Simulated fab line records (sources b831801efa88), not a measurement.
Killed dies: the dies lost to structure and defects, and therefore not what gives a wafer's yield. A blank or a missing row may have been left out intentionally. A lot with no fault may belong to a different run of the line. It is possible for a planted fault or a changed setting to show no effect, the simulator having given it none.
Chamber matching :: flow gf180mcu :: pecvd-04 running GF_V2_CVD_02: 3 sister chambers
The step deposits SiO2 from TEOS, target thk 850 nm, time 94.851 s. 6 wafers are shown with their chamber, then 7 later ones without.

## WAFERS, EACH WITH ITS CHAMBER
wafer: L290.3
chamber: 1
heater power w (W): 499
susceptor temp C (C): 399.55

wafer: L292.3
chamber: 2
heater power w (W): 749
susceptor temp C (C): 399.92

wafer: L292.4
chamber: 0
heater power w (W): 678
susceptor temp C (C): 400.55

wafer: L292.6
chamber: 2
heater power w (W): 832
susceptor temp C (C): 399.83

wafer: L307.2
chamber: 0
heater power w (W): 593
susceptor temp C (C): 399.90

wafer: L307.3
chamber: 1
heater power w (W): 528
susceptor temp C (C): 399.85

## WAFERS WITHOUT THEIR CHAMBER
wafer: L307.6
heater power w (W): 658
susceptor temp C (C): 400.27

wafer: L308.2
heater power w (W): 950
susceptor temp C (C): 400.01

wafer: L308.5
heater power w (W): 566
susceptor temp C (C): 400.31

wafer: L308.6
heater power w (W): 623
susceptor temp C (C): 399.93

wafer: L309.4
heater power w (W): 878
susceptor temp C (C): 400.14

wafer: L309.5
heater power w (W): 700
susceptor temp C (C): 400.22

wafer: L309.6
heater power w (W): 582
susceptor temp C (C): 399.97

## THE CHAMBER EACH PASSED THROUGH
wafer: L307.6
from the rows above: 0
in truth: 0

wafer: L308.2
from the rows above: 2
in truth: 2

wafer: L308.5
from the rows above: can't be placed: 0 or 1
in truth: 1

wafer: L308.6
from the rows above: can't be placed: 0 or 1
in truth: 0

wafer: L309.4
from the rows above: 2
in truth: 2

wafer: L309.5
from the rows above: can't be placed: 0 or 2
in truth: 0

wafer: L309.6
from the rows above: can't be placed: 0 or 1
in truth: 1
Correctly placed: 3 of 7. Can't be placed from these rows: 4 (the true chamber is among the candidates in 4). Wrongly placed: 0.
How it was worked out, from the rows above alone: a wafer's distance from a chamber is the root of the sum, over the readings, of the square of ((its reading less the chamber's mean) divided by the reading's scatter). The wafer belongs to the nearest chamber; if the next one is less than 2 further off, it can't be placed. The mean given for a chamber averages the wafers shown for that chamber. How the scatter is found: for the shown wafers, subtract from each reading the mean of its chamber, square and add these, divide the total by (wafers less chambers), then take the root.
